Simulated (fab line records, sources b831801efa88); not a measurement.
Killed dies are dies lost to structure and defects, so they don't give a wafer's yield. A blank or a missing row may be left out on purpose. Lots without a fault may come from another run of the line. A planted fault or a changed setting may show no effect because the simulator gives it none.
fab line records | flow sky130
record lots=5 wafers=15 last_day=48
route steps=708 shown LDD_N@248 LDD_P@255 LDD_HVN@267 LDD_HVP@278 LDD_LDN@289
lots that met no fault: from a run of the same line without faults
start_h: hours from the record's first day to the start of the lot's first wafer shown | wait_h: hours since the lot's step before | " the same as in the row above | L1.1+2: a row that stands for several wafers | - no value, or no start given | * or withheld: withheld | < > ~ a bound
route shown NAME@n: a module of which the file shows steps, and the number in the route of the first | usual: mean/standard deviation of fault-free wafers | same: alike in all rows | chamber/n: place in a boat | sites: the reading at each site | _std_site: their standard deviation | _edge_site: outer sites' mean less inner sites' | radius_mm: how far each site lies from the wafer's centre | mask NAME#n: copy n | behind: the tool/chamber that last shaped the wafer | hold: why the lot was held/for how many hours/how that ended | device: the transistor (n, p or np) that didn't switch | end of line: the same wafers' tests at the end of the route | a step without rows: its recipe alone | killed: dies lost to structure and defects at the first sort, not the wafer's yield | map: a wafer's dies, x killed, . not, _ none there
set.NAME: the setting as run; set.NAME@STEP: as run at that earlier step | model.NAME: the simulator's own value behind a step, which no gauge read
lots at some steps of the route; a table a step, a row a wafer
services: from which hour (start_h, from the record's first day; less than 0 if before it) a tool's chamber was out of use, for how many hours, and why
## steps
# step SKY_LDD_N_IMPLANT_11
# recipe species=As energy_kev=20 dose_cm2=7.5e+13 tilt_deg=withheld rotation_deg=293
# columns lot.wafer tool chamber start_h wait_h
L076.1+2+5 implanter-04 0 418.59 0.1
L077.2+3+4 implanter-01 0 422.96 0.1
L085.1+2+3 implanter-04 0 497.34 0.1
L087.3+4+5 implanter-03 0 515.59 0.1
L088.1+4+6 implanter-03 0 522.87 0.1
# step SKY_LDD_N_IMPLANT_12
# recipe species=BF2 energy_kev=50 dose_cm2=5e+12 tilt_deg=30 rotation_deg=0
# columns lot.wafer tool chamber start_h wait_h
L076.1+2+5 implanter-04 0 418.74 0.1
L077.2+3+4 implanter-01 0 423.11 0.1
L085.1+2+3 implanter-04 0 497.49 0.1
L087.3+4+5 implanter-03 0 515.74 0.1
L088.1+4+6 implanter-03 0 523.02 0.1
# step SKY_LDD_N_IMPLANT_13
# recipe species=BF2 energy_kev=50 dose_cm2=5e+12 tilt_deg=30 rotation_deg=90
# columns lot.wafer tool chamber start_h wait_h
L076.1+2+5 implanter-04 0 418.89 0.1
L077.2+3+4 implanter-01 0 423.26 0.1
L085.1+2+3 implanter-04 0 497.64 0.1
L087.3+4+5 implanter-03 0 515.89 0.1
L088.1+4+6 implanter-03 0 523.17 0.1
# step SKY_LDD_N_IMPLANT_14
# recipe species=BF2 energy_kev=50 dose_cm2=5e+12 tilt_deg=30 rotation_deg=180
# columns lot.wafer tool chamber start_h wait_h
L076.1+2+5 implanter-04 0 419.04 0.1
L077.2+3+4 implanter-01 0 423.41 0.1
L085.1+2+3 implanter-04 0 497.79 0.1
L087.3+4+5 implanter-03 0 516.04 0.1
L088.1+4+6 implanter-03 0 523.32 0.1
# step SKY_LDD_N_IMPLANT_15
# recipe species=BF2 energy_kev=50 dose_cm2=5e+12 tilt_deg=30 rotation_deg=270
# columns lot.wafer tool chamber start_h wait_h
L076.1+2+5 implanter-04 0 419.19 0.1
L077.2+3+4 implanter-01 0 423.56 0.1
L085.1+2+3 implanter-04 0 497.94 0.1
L087.3+4+5 implanter-03 0 516.19 0.1
L088.1+4+6 implanter-03 0 523.47 0.1
# step SKY_LDD_N_STRIP_16
# recipe chemistry=O2/N2 power_w=1400 pressure_mtorr=1500 platen_temp_c=withheld o2_flow_sccm=3000 n2_flow_sccm=300 overash_fraction=0.5
# usual drypump_motor_current_A=5.8/0.55 oes_product_au=0.406/0.0043 strip_time_to_endpoint_s=4.314/0.016
# columns lot.wafer tool chamber start_h wait_h drypump_motor_current_A oes_product_au rf_hours_counter_h strip_time_to_endpoint_s
L076.1 plasma_asher-02 0 419.34 0.1 5.5 0.408 29 4.313
L076.2 " 1 " " 4.9 0.403 29 4.322
L076.5 " 1 " " 4.8 0.404 - 4.335
L077.2 plasma_asher-01 1 423.69 0.1 6.3 0.401 62 4.323
L077.3 " 0 " " 6.4 0.407 - 4.313
L077.4 " 1 " " 6.3 0.400 - 4.327
L085.1 plasma_asher-03 0 498.09 0.1 5.9 0.408 6 4.320
L085.2 " 1 " " 6.2 0.407 6 4.318
L085.3 " 0 " " 5.9 0.411 - 4.313
L087.3 plasma_asher-02 0 516.32 0.1 5.5 0.409 - 4.342
L087.4 " 1 " " 4.9 0.399 - 4.350
L087.5 " 0 " " 5.5 0.403 - 4.327
L088.1 plasma_asher-02 1 523.62 0.1 4.9 0.401 39 4.302
L088.4 " 0 " " 5.5 0.408 - 4.292
L088.6 " 0 " " 5.5 0.406 - 4.293
# step SKY_LDD_N_TW_MEAS_17
# usual LDD_N_TW=2590/27
# columns lot.wafer tool chamber start_h wait_h LDD_N_TW
L076.1 film_metro-04 - 419.44 0.1 2616
L076.2 " - " " 2609
L076.5 " - " " 2620
L077.2 film_metro-02 - 423.80 0.1 2572
L077.3 " - " " 2582
L077.4 " - " " 2588
L085.1 film_metro-02 - 498.19 0.1 2607
L085.2 " - " " 2609
L085.3 " - " " 2599
L087.3 film_metro-03 - 516.41 0.1 2562
L087.4 " - " " 2548
L087.5 " - " " 2556
L088.1 film_metro-02 - 523.72 0.1 2584
L088.4 " - " " 2594
L088.6 " - " " 2590
# step SKY_LDD_P_DEHYDRATE_00
# recipe temp_c=200 time_s=60
# same time_s=60
# columns lot.wafer tool chamber start_h wait_h
L076.1+2+5 litho_track-02 0 433.88 14.4
L077.2+3+4 litho_track-01 0 438.43 14.6
L085.1+2+3 litho_track-02 0 512.63 14.4
L087.3+4+5 litho_track-01 0 531.00 14.6
L088.1+4+6 litho_track-01 0 538.15 14.4
# step SKY_LDD_P_HMDS_01
# recipe prime_time_s=60 prime_temp_c=120
# columns lot.wafer tool chamber start_h wait_h
L076.1+2+5 litho_track-02 0 434.03 0.1
L077.2+3+4 litho_track-01 0 438.58 0.1
L085.1+2+3 litho_track-02 0 512.78 0.1
L087.3+4+5 litho_track-01 0 531.15 0.1
L088.1+4+6 litho_track-01 0 538.30 0.1
# step SKY_LDD_P_COAT_02
# recipe resist=NOVOLAK spin_rpm=3000 resist_thk_nm=1140
# columns lot.wafer tool chamber start_h wait_h
L076.1+2+5 litho_track-02 0 434.18 0.1
L077.2+3+4 litho_track-01 0 438.73 0.1
L085.1+2+3 litho_track-02 0 512.93 0.1
L087.3+4+5 litho_track-01 0 531.30 0.1
L088.1+4+6 litho_track-01 0 538.45 0.1
# step SKY_LDD_P_SOFTBAKE_03
# recipe temp_c=90 time_s=60 resist=NOVOLAK
# same time_s=60
# columns lot.wafer tool chamber start_h wait_h
L076.1+2+5 litho_track-02 0 434.33 0.1
L077.2+3+4 litho_track-01 0 438.88 0.1
L085.1+2+3 litho_track-02 0 513.08 0.1
L087.3+4+5 litho_track-01 0 531.45 0.1
L088.1+4+6 litho_track-01 0 538.60 0.1
# step SKY_LDD_P_EXPOSE_04
# recipe mask_id=PSDM na=0.6 source_shape=conventional sigma_outer=0.6 polarization=unpolarized target_cd_nm=380 dose_mj=138
# usual reticle_temp_C=22.99/0.11
# columns lot.wafer tool chamber start_h wait_h mask reticle_temp_C
L076.1 iline_stepper-02 0 - - PSDM#0 22.81
L076.2 " 0 " " PSDM#0 22.98
L076.5 " 0 " " PSDM#0 22.88
L077.2 iline_stepper-01 0 - - PSDM#0 23.02
L077.3 " 0 " " PSDM#0 22.90
L077.4 " 0 " " PSDM#0 22.92
L085.1 iline_stepper-02 0 - - PSDM#0 23.17
L085.2 " 0 " " PSDM#0 23.22
L085.3 " 0 " " PSDM#0 23.16
L087.3 iline_stepper-01 0 - - PSDM#0 22.96
L087.4 " 0 " " PSDM#0 22.82
L087.5 " 0 " " PSDM#0 22.79
L088.1 iline_stepper-01 0 - - PSDM#0 22.93
L088.4 " 0 " " PSDM#0 22.97
L088.6 " 0 " " PSDM#0 23.09
# step SKY_LDD_P_PEB_05
# recipe temp_c=withheld time_s=* resist=NOVOLAK
# same time_s=*
# columns lot.wafer tool chamber start_h wait_h
L076.1+2+5 litho_track-02 0 - -
L077.2+3+4 litho_track-02 0 - -
L085.1+2+3 litho_track-01 0 - -
L087.3+4+5 litho_track-02 0 - -
L088.1+4+6 litho_track-02 0 - -
# step SKY_LDD_P_DEVELOP_06
# recipe resist=NOVOLAK developer=TMAH develop_time_s=60 dev_temp_c=23
# columns lot.wafer tool chamber start_h wait_h
L076.1+2+5 litho_track-02 0 450.13 0.1
L077.2+3+4 litho_track-02 0 454.91 0.1
L085.1+2+3 litho_track-01 0 528.40 0.1
L087.3+4+5 litho_track-02 0 546.48 0.1
L088.1+4+6 litho_track-02 0 553.38 0.1
# step SKY_LDD_P_CD_MEAS_07
# recipe target_cd_nm=380
# usual cd_nm=379.6/2.7
# columns lot.wafer tool chamber start_h wait_h cd_nm
L076.1 cd_sem-01 - 450.28 0.1 381.8
L076.2 " - " " 384.0
L076.5 " - " " 380.4
L077.2 cd_sem-01 - 455.05 0.1 380.5
L077.3 " - " " 378.9
L077.4 " - " " 381.4
L085.1 cd_sem-02 - 528.55 0.1 377.9
L085.2 " - " " 379.1
L085.3 " - " " 380.2
L087.3 cd_sem-02 - 546.62 0.1 383.1
L087.4 " - " " 383.5
L087.5 " - " " 384.4
L088.1 cd_sem-02 - 553.53 0.1 380.9
L088.4 " - " " 383.0
L088.6 " - " " 381.7
# step SKY_LDD_P_OVL_MEAS_08
# usual LDD_P_OVL=-0.1/1.3
# columns lot.wafer tool chamber start_h wait_h LDD_P_OVL[nm]
L076.1 overlay-02 - 450.40 0.1 -3.8
L076.2 " - " " -2.5
L076.5 " - " " -3.0
L077.2 overlay-02 - 455.16 0.1 0.1
L077.3 " - " " -0.1
L077.4 " - " " 0.7
L085.1 overlay-02 - 528.67 0.1 0.0
L085.2 " - " " 0.9
L085.3 " - " " -0.1
L087.3 overlay-02 - 546.72 0.1 0.1
L087.4 " - " " 1.0
L087.5 " - " " 0.4
L088.1 overlay-02 - 553.65 0.1 0.7
L088.4 " - " " 1.0
L088.6 " - " " 0.7
# step SKY_LDD_P_IMPLANT_09
# recipe species=BF2 energy_kev=24.86 dose_cm2=1e+13 tilt_deg=withheld
# columns lot.wafer tool chamber start_h wait_h
L076.1+2+5 implanter-01 0 450.44 0.0
L077.2+3+4 implanter-03 0 455.22 0.0
L085.1+2+3 implanter-03 0 528.71 0.0
L087.3+4+5 implanter-01 0 546.79 0.1
L088.1+4+6 implanter-03 0 553.69 0.0
# step SKY_LDD_P_STRIP_10
# recipe chemistry=O2/N2 power_w=1400 pressure_mtorr=1500 platen_temp_c=withheld o2_flow_sccm=3000 n2_flow_sccm=300 overash_fraction=0.5
# usual drypump_motor_current_A=5.8/0.39 oes_product_au=0.715/0.0045 strip_time_to_endpoint_s=14.17/0.044
# columns lot.wafer tool chamber start_h wait_h drypump_motor_current_A oes_product_au rf_hours_counter_h strip_time_to_endpoint_s
L076.1 plasma_asher-03 0 450.59 0.1 5.9 0.716 2 14.14
L076.2 " 1 " " 6.2 0.718 2 14.11
L076.5 " 1 " " 6.2 0.719 - 14.13
L077.2 plasma_asher-03 1 455.34 0.1 6.2 0.717 2 14.18
L077.3 " 1 " " 6.1 0.712 - 14.19
L077.4 " 0 " " 5.9 0.709 - 14.17
L085.1 plasma_asher-02 1 528.86 0.1 4.9 0.713 40 14.17
L085.2 " 0 " " 5.5 0.712 40 14.16
L085.3 " 1 " " 4.9 0.719 - 14.18
L087.3 plasma_asher-03 0 546.92 0.1 5.9 0.716 - 14.17
L087.4 " 1 " " 6.2 0.717 - 14.20
L087.5 " 0 " " 5.9 0.709 - 14.17
L088.1 plasma_asher-04 1 553.84 0.1 5.5 0.718 85 14.14
L088.4 " 1 " " 5.5 0.718 - 14.15
L088.6 " 1 " " 5.5 0.715 - 14.16
# step SKY_LDD_P_TW_MEAS_11
# usual LDD_P_TW=638/6.7
# columns lot.wafer tool chamber start_h wait_h LDD_P_TW
L076.1 film_metro-03 - 450.69 0.1 626
L076.2 " - " " 624
L076.5 " - " " 625
L077.2 film_metro-03 - 455.45 0.1 628
L077.3 " - " " 627
L077.4 " - " " 626
L085.1 film_metro-03 - 528.96 0.1 629
L085.2 " - " " 628
L085.3 " - " " 627
L087.3 film_metro-01 - 547.01 0.1 645
L087.4 " - " " 644
L087.5 " - " " 645
L088.1 film_metro-01 - 553.94 0.1 640
L088.4 " - " " 643
L088.6 " - " " 645
# step SKY_LDD_HVN_DEHYDRATE_00
# recipe temp_c=200 time_s=60
# same time_s=60
# columns lot.wafer tool chamber start_h wait_h
L076.1+2+5 litho_track-04 0 465.40 14.7
L077.2+3+4 litho_track-03 0 469.81 14.3
L085.1+2+3 litho_track-03 0 542.98 14.0
L087.3+4+5 litho_track-01 0 561.55 14.5
L088.1+4+6 litho_track-04 0 568.05 14.1
# step SKY_LDD_HVN_HMDS_01
# recipe prime_time_s=60 prime_temp_c=120
# columns lot.wafer tool chamber start_h wait_h
L076.1+2+5 litho_track-04 0 465.55 0.1
L077.2+3+4 litho_track-03 0 469.96 0.1
L085.1+2+3 litho_track-03 0 543.13 0.1
L087.3+4+5 litho_track-01 0 561.70 0.1
L088.1+4+6 litho_track-04 0 568.20 0.1
# step SKY_LDD_HVN_COAT_02
# recipe resist=NOVOLAK spin_rpm=2947 resist_thk_nm=300
# columns lot.wafer tool chamber start_h wait_h
L076.1+2+5 litho_track-04 0 465.70 0.1
L077.2+3+4 litho_track-03 0 470.11 0.1
L085.1+2+3 litho_track-03 0 543.28 0.1
L087.3+4+5 litho_track-01 0 561.85 0.1
L088.1+4+6 litho_track-04 0 568.35 0.1
# step SKY_LDD_HVN_SOFTBAKE_03
# recipe temp_c=90 time_s=60 resist=NOVOLAK
# same time_s=60
# columns lot.wafer tool chamber start_h wait_h
L076.1+2+5 litho_track-04 0 465.85 0.1
L077.2+3+4 litho_track-03 0 470.26 0.1
L085.1+2+3 litho_track-03 0 543.43 0.1
L087.3+4+5 litho_track-01 0 562.00 0.1
L088.1+4+6 litho_track-04 0 568.50 0.1
# step SKY_LDD_HVN_EXPOSE_04
# recipe mask_id=HVNTM na=0.6 source_shape=conventional sigma_outer=0.6 polarization=unpolarized target_cd_nm=700 dose_mj=127
# usual reticle_temp_C=23.02/0.091
# columns lot.wafer tool chamber start_h wait_h mask reticle_temp_C
L076.1 iline_stepper-02 0 - - HVNTM#0 23.08
L076.2 " 0 " " HVNTM#0 23.06
L076.5 " 0 " " HVNTM#0 22.96
L077.2 iline_stepper-02 0 - - HVNTM#0 23.22
L077.3 " 0 " " HVNTM#0 23.17
L077.4 " 0 " " HVNTM#0 23.01
L085.1 iline_stepper-01 0 - - HVNTM#0 22.97
L085.2 " 0 " " HVNTM#0 22.95
L085.3 " 0 " " HVNTM#0 23.05
L087.3 iline_stepper-01 0 - - HVNTM#0 23.10
L087.4 " 0 " " HVNTM#0 23.14
L087.5 " 0 " " HVNTM#0 23.09
L088.1 iline_stepper-01 0 - - HVNTM#0 23.09
L088.4 " 0 " " HVNTM#0 23.07
L088.6 " 0 " " HVNTM#0 23.12
# step SKY_LDD_HVN_PEB_05
# recipe temp_c=withheld time_s=* resist=NOVOLAK
# same time_s=*
# columns lot.wafer tool chamber start_h wait_h
L076.1+2+5 litho_track-04 0 - -
L077.2+3+4 litho_track-04 0 - -
L085.1+2+3 litho_track-03 0 - -
L087.3+4+5 litho_track-04 0 - -
L088.1+4+6 litho_track-03 0 - -
# step SKY_LDD_HVN_DEVELOP_06
# recipe resist=NOVOLAK developer=TMAH develop_time_s=60 dev_temp_c=23
# columns lot.wafer tool chamber start_h wait_h
L076.1+2+5 litho_track-04 0 480.90 0.1
L077.2+3+4 litho_track-04 0 486.08 0.1
L085.1+2+3 litho_track-03 0 558.08 0.1
L087.3+4+5 litho_track-04 0 576.50 0.1
L088.1+4+6 litho_track-03 0 583.23 0.1
# step SKY_LDD_HVN_OVL_MEAS_07
# usual LDD_HVN_OVL=0.0/1.7
# columns lot.wafer tool chamber start_h wait_h LDD_HVN_OVL[nm]
L076.1 overlay-01 - 481.05 0.1 -2.1
L076.2 " - " " -2.3
L076.5 " - " " -2.0
L077.2 overlay-01 - 486.21 0.1 0.6
L077.3 " - " " 1.3
L077.4 " - " " 0.5
L085.1 overlay-01 - 558.23 0.1 1.2
L085.2 " - " " 2.3
L085.3 " - " " 2.4
L087.3 overlay-01 - 576.61 0.1 -0.7
L087.4 " - " " -1.4
L087.5 " - " " -1.2
L088.1 overlay-01 - 583.38 0.1 -1.9
L088.4 " - " " -0.6
L088.6 " - " " -1.2
# step SKY_LDD_HVN_IMPLANT_08
# recipe species=P energy_kev=60 dose_cm2=3e+13 tilt_deg=40
# columns lot.wafer tool chamber start_h wait_h
L076.1+2+5 implanter-03 0 481.09 0.0
L077.2+3+4 implanter-04 0 486.26 0.0
L085.1+2+3 implanter-02 0 558.27 0.0
L087.3+4+5 implanter-04 0 576.69 0.1
L088.1+4+6 implanter-03 0 583.42 0.0
# step SKY_LDD_HVN_STRIP_09
# recipe chemistry=O2/N2 power_w=1400 pressure_mtorr=1500 platen_temp_c=withheld o2_flow_sccm=3000 n2_flow_sccm=300 overash_fraction=0.5
# usual drypump_motor_current_A=5.8/0.46 oes_product_au=0.410/0.0048 strip_time_to_endpoint_s=4.169/0.016
# columns lot.wafer tool chamber start_h wait_h drypump_motor_current_A oes_product_au rf_hours_counter_h strip_time_to_endpoint_s
L076.1 plasma_asher-01 0 481.24 0.1 6.4 0.400 68 4.149
L076.2 " 1 " " 6.3 0.411 68 4.147
L076.5 " 1 " " 6.3 0.412 - 4.154
L077.2 plasma_asher-01 0 486.39 0.1 6.4 0.415 68 4.158
L077.3 " 0 " " 6.4 0.406 - 4.151
L077.4 " 1 " " 6.3 0.401 - 4.161
L085.1 plasma_asher-01 1 558.42 0.1 6.3 0.414 75 4.151
L085.2 " 0 " " 6.4 0.406 75 4.164
L085.3 " 0 " " 6.4 0.406 - 4.160
L087.3 plasma_asher-04 0 576.82 0.1 6.0 0.416 - 4.170
L087.4 " 1 " " 5.5 0.407 - 4.159
L087.5 " 1 " " 5.6 0.414 - 4.175
L088.1 plasma_asher-04 0 583.57 0.1 6.0 0.418 88 4.160
L088.4 " 1 " " 5.5 0.412 - 4.184
L088.6 " 0 " " 5.9 0.402 - 4.162
# step SKY_LDD_HVN_TW_MEAS_10
# usual LDD_HVN_TW=1449/9.5
# columns lot.wafer tool chamber start_h wait_h LDD_HVN_TW
L076.1 film_metro-04 - 481.34 0.1 1467
L076.2 " - " " 1457
L076.5 " - " " 1471
L077.2 film_metro-02 - 486.50 0.1 1441
L077.3 " - " " 1446
L077.4 " - " " 1458
L085.1 film_metro-04 - 558.52 0.1 1454
L085.2 " - " " 1453
L085.3 " - " " 1448
L087.3 film_metro-01 - 576.91 0.1 1457
L087.4 " - " " 1459
L087.5 " - " " 1449
L088.1 film_metro-01 - 583.67 0.1 1455
L088.4 " - " " 1449
L088.6 " - " " 1449
# step SKY_LDD_HVP_DEHYDRATE_00
# recipe temp_c=200 time_s=60
# same time_s=60
# columns lot.wafer tool chamber start_h wait_h
L076.1+2+5 litho_track-02 0 496.13 14.8
L077.2+3+4 litho_track-04 0 500.93 14.4
L085.1+2+3 litho_track-02 0 572.18 13.7
L087.3+4+5 litho_track-04 0 591.60 14.7
L088.1+4+6 litho_track-04 0 597.35 13.7
# step SKY_LDD_HVP_HMDS_01
# recipe prime_time_s=60 prime_temp_c=120
# columns lot.wafer tool chamber start_h wait_h
L076.1+2+5 litho_track-02 0 496.28 0.1
L077.2+3+4 litho_track-04 0 501.08 0.1
L085.1+2+3 litho_track-02 0 572.33 0.1
L087.3+4+5 litho_track-04 0 591.75 0.1
L088.1+4+6 litho_track-04 0 597.50 0.1
# step SKY_LDD_HVP_COAT_02
# recipe resist=NOVOLAK spin_rpm=3000 resist_thk_nm=300
# columns lot.wafer tool chamber start_h wait_h
L076.1+2+5 litho_track-02 0 496.43 0.1
L077.2+3+4 litho_track-04 0 501.23 0.1
L085.1+2+3 litho_track-02 0 572.48 0.1
L087.3+4+5 litho_track-04 0 591.90 0.1
L088.1+4+6 litho_track-04 0 597.65 0.1
# step SKY_LDD_HVP_SOFTBAKE_03
# recipe temp_c=90 time_s=60 resist=NOVOLAK
# same time_s=60
# columns lot.wafer tool chamber start_h wait_h
L076.1+2+5 litho_track-02 0 496.58 0.1
L077.2+3+4 litho_track-04 0 501.38 0.1
L085.1+2+3 litho_track-02 0 572.63 0.1
L087.3+4+5 litho_track-04 0 592.05 0.1
L088.1+4+6 litho_track-04 0 597.80 0.1
# step SKY_LDD_HVP_EXPOSE_04
# recipe mask_id=HVPTM na=0.6 source_shape=conventional sigma_outer=0.6 polarization=unpolarized target_cd_nm=700 dose_mj=86
# usual reticle_temp_C=23.02/0.11
# columns lot.wafer tool chamber start_h wait_h mask reticle_temp_C
L076.1 iline_stepper-02 0 - - HVPTM#0 23.01
L076.2 " 0 " " HVPTM#0 23.13
L076.5 " 0 " " HVPTM#0 22.98
L077.2 iline_stepper-02 0 - - HVPTM#0 22.92
L077.3 " 0 " " HVPTM#0 22.98
L077.4 " 0 " " HVPTM#0 22.90
L085.1 iline_stepper-02 0 - - HVPTM#0 22.84
L085.2 " 0 " " HVPTM#0 22.86
L085.3 " 0 " " HVPTM#0 22.93
L087.3 iline_stepper-02 0 - - HVPTM#0 23.17
L087.4 " 0 " " HVPTM#0 23.11
L087.5 " 0 " " HVPTM#0 23.29
L088.1 iline_stepper-01 0 - - HVPTM#0 23.00
L088.4 " 0 " " HVPTM#0 23.09
L088.6 " 0 " " HVPTM#0 23.12
# step SKY_LDD_HVP_PEB_05
# recipe temp_c=withheld time_s=* resist=NOVOLAK
# same time_s=*
# columns lot.wafer tool chamber start_h wait_h
L076.1+2+5 litho_track-04 0 - -
L077.2+3+4 litho_track-04 0 - -
L085.1+2+3 litho_track-04 0 - -
L087.3+4+5 litho_track-02 0 - -
L088.1+4+6 litho_track-02 0 - -
# step SKY_LDD_HVP_DEVELOP_06
# recipe resist=NOVOLAK developer=TMAH develop_time_s=60 dev_temp_c=23
# columns lot.wafer tool chamber start_h wait_h
L076.1+2+5 litho_track-04 0 511.55 0.1
L077.2+3+4 litho_track-04 0 516.63 0.1
L085.1+2+3 litho_track-04 0 587.50 0.1
L087.3+4+5 litho_track-02 0 606.63 0.1
L088.1+4+6 litho_track-02 0 611.53 0.1
# step SKY_LDD_HVP_OVL_MEAS_07
# usual LDD_HVP_OVL=0.7/1.2
# columns lot.wafer tool chamber start_h wait_h LDD_HVP_OVL[nm]
L076.1 overlay-01 - 511.70 0.1 0.2
L076.2 " - " " 1.9
L076.5 " - " " -0.3
L077.2 overlay-02 - 516.76 0.1 1.0
L077.3 " - " " -0.5
L077.4 " - " " 0.2
L085.1 overlay-02 - 587.65 0.1 0.2
L085.2 " - " " 0.3
L085.3 " - " " -0.1
L087.3 overlay-01 - 606.75 0.1 -0.8
L087.4 " - " " 0.7
L087.5 " - " " 1.1
L088.1 overlay-02 - 611.68 0.1 0.5
L088.4 " - " " 1.2
L088.6 " - " " -0.9
# step SKY_LDD_HVP_IMPLANT_08
# recipe species=B energy_kev=20 dose_cm2=1.7e+13 tilt_deg=17.9
# columns lot.wafer tool chamber start_h wait_h
L076.1+2+5 implanter-04 0 511.74 0.0
L077.2+3+4 implanter-01 0 516.81 0.0
L085.1+2+3 implanter-01 0 587.69 0.0
L087.3+4+5 implanter-01 0 606.82 0.1
L088.1+4+6 implanter-04 0 611.72 0.0
# step SKY_LDD_HVP_STRIP_09
# recipe chemistry=O2/N2 power_w=1400 pressure_mtorr=1500 platen_temp_c=withheld o2_flow_sccm=3000 n2_flow_sccm=300 overash_fraction=0.5
# usual drypump_motor_current_A=6.03/0.25 oes_product_au=0.408/0.0045 strip_time_to_endpoint_s=4.130/0.015
# columns lot.wafer tool chamber start_h wait_h drypump_motor_current_A oes_product_au rf_hours_counter_h strip_time_to_endpoint_s
L076.1 plasma_asher-01 0 511.89 0.1 6.43 0.414 71 4.110
L076.2 " 1 " " 6.28 0.408 71 4.120
L076.5 " 1 " " 6.29 0.407 - 4.152
L077.2 plasma_asher-03 1 516.94 0.1 6.15 0.403 8 4.114
L077.3 " 1 " " 6.16 0.407 - 4.127
L077.4 " 0 " " 5.89 0.409 - 4.131
L085.1 plasma_asher-03 1 587.84 0.1 6.17 0.415 15 4.120
L085.2 " 0 " " 5.90 0.410 15 4.142
L085.3 " 1 " " 6.17 0.413 - 4.124
L087.3 plasma_asher-01 0 606.95 0.1 6.39 0.402 - 4.141
L087.4 " 1 " " 6.26 0.408 - 4.132
L087.5 " 0 " " 6.44 0.409 - 4.154
L088.1 plasma_asher-04 0 611.87 0.1 5.91 0.406 91 4.124
L088.4 " 1 " " 5.56 0.409 - 4.128
L088.6 " 1 " " 5.58 0.405 - 4.105
# step SKY_LDD_HVP_TW_MEAS_10
# usual LDD_HVP_TW=458/3.6
# columns lot.wafer tool chamber start_h wait_h LDD_HVP_TW
L076.1 film_metro-03 - 511.99 0.1 455
L076.2 " - " " 450
L076.5 " - " " 454
L077.2 film_metro-02 - 517.05 0.1 461
L077.3 " - " " 457
L077.4 " - " " 456
L085.1 film_metro-03 - 587.94 0.1 455
L085.2 " - " " 457
L085.3 " - " " 458
L087.3 film_metro-01 - 607.04 0.1 460
L087.4 " - " " 460
L087.5 " - " " 458
L088.1 film_metro-02 - 611.97 0.1 455
L088.4 " - " " 457
L088.6 " - " " 458
# step SKY_LDD_LDN_DEHYDRATE_00
# recipe temp_c=200 time_s=60
# same time_s=60
# columns lot.wafer tool chamber start_h wait_h
L076.1+2+5 litho_track-01 0 526.95 15.0
L077.2+3+4 litho_track-01 0 532.18 15.1
L085.1+2+3 litho_track-04 0 601.55 13.6
L087.3+4+5 litho_track-02 0 621.08 14.0
L088.1+4+6 litho_track-02 0 626.53 14.6
# step SKY_LDD_LDN_HMDS_01
# recipe prime_time_s=60 prime_temp_c=120
# columns lot.wafer tool chamber start_h wait_h
L076.1+2+5 litho_track-01 0 527.10 0.1
L077.2+3+4 litho_track-01 0 532.33 0.1
L085.1+2+3 litho_track-04 0 601.70 0.1
L087.3+4+5 litho_track-02 0 621.23 0.1
L088.1+4+6 litho_track-02 0 626.68 0.1
# step SKY_LDD_LDN_COAT_02
# recipe resist=NOVOLAK spin_rpm=3000 resist_thk_nm=1140
# columns lot.wafer tool chamber start_h wait_h
L076.1+2+5 litho_track-01 0 527.25 0.1
L077.2+3+4 litho_track-01 0 532.48 0.1
L085.1+2+3 litho_track-04 0 601.85 0.1
L087.3+4+5 litho_track-02 0 621.38 0.1
L088.1+4+6 litho_track-02 0 626.83 0.1
# step SKY_LDD_LDN_SOFTBAKE_03
# recipe temp_c=90 time_s=60 resist=NOVOLAK
# same time_s=60
# columns lot.wafer tool chamber start_h wait_h
L076.1+2+5 litho_track-01 0 527.40 0.1
L077.2+3+4 litho_track-01 0 532.63 0.1
L085.1+2+3 litho_track-04 0 602.00 0.1
L087.3+4+5 litho_track-02 0 621.53 0.1
L088.1+4+6 litho_track-02 0 626.98 0.1
# step SKY_LDD_LDN_EXPOSE_04
# recipe mask_id=LDNTM na=0.6 source_shape=conventional sigma_outer=0.6 polarization=unpolarized target_cd_nm=700 dose_mj=140
# usual reticle_temp_C=23.01/0.11
# columns lot.wafer tool chamber start_h wait_h mask reticle_temp_C
L076.1 iline_stepper-01 0 - - LDNTM#0 23.07
L076.2 " 0 " " LDNTM#0 23.03
L076.5 " 0 " " LDNTM#0 23.02
L077.2 iline_stepper-02 0 - - LDNTM#0 22.87
L077.3 " 0 " " LDNTM#0 22.79
L077.4 " 0 " " LDNTM#0 22.74
L085.1 iline_stepper-01 0 - - LDNTM#0 22.96
L085.2 " 0 " " LDNTM#0 22.94
L085.3 " 0 " " LDNTM#0 23.07
L087.3 iline_stepper-02 0 - - LDNTM#0 23.04
L087.4 " 0 " " LDNTM#0 22.88
L087.5 " 0 " " LDNTM#0 23.00
L088.1 iline_stepper-01 0 - - LDNTM#0 22.95
L088.4 " 0 " " LDNTM#0 22.83
L088.6 " 0 " " LDNTM#0 22.82
# step SKY_LDD_LDN_PEB_05
# recipe temp_c=withheld time_s=* resist=NOVOLAK
# same time_s=*
# columns lot.wafer tool chamber start_h wait_h
L076.1+2+5 litho_track-02 0 - -
L077.2+3+4 litho_track-02 0 - -
L085.1+2+3 litho_track-04 0 - -
L087.3+4+5 litho_track-01 0 - -
L088.1+4+6 litho_track-02 0 - -
# step SKY_LDD_LDN_DEVELOP_06
# recipe resist=NOVOLAK developer=TMAH develop_time_s=60 dev_temp_c=23
# columns lot.wafer tool chamber start_h wait_h
L076.1+2+5 litho_track-02 0 542.33 0.1
L077.2+3+4 litho_track-02 0 547.71 0.1
L085.1+2+3 litho_track-04 0 616.20 0.1
L087.3+4+5 litho_track-01 0 636.00 0.1
L088.1+4+6 litho_track-02 0 640.88 0.1
## services
# columns tool chamber start_h hours kind
implanter-03 - 399.10 2.0 repair
iline_stepper-01 - 415.61 4.1 repair
plasma_asher-04 - 417.90 3.9 repair
plasma_asher-03 - 421.25 9.0 pm
iline_stepper-02 - 425.81 0.8 repair
implanter-01 - 426.83 2.1 pm
implanter-04 - 435.78 6.7 repair
implanter-04 - 439.21 5.5 repair
iline_stepper-02 - 446.41 1.7 pm
implanter-02 - 468.73 1.7 repair
implanter-01 - 480.23 3.6 repair
iline_stepper-01 - 502.61 1.7 pm
plasma_asher-03 - 505.99 1.4 repair
iline_stepper-01 - 510.07 3.8 repair
plasma_asher-01 - 528.51 5.8 repair
plasma_asher-02 - 559.86 2.8 pm
implanter-01 - 576.89 5.4 pm
plasma_asher-02 - 591.96 42.4 repair
implanter-02 - 597.68 1.6 repair
implanter-01 - 607.22 25.8 repair
plasma_asher-03 - 624.55 2.8 pm
plasma_asher-02 - 625.00 0.5 repair
plasma_asher-02 - 634.38 14.6 pm
implanter-03 - 635.28 1.1 repair
## key
fault none
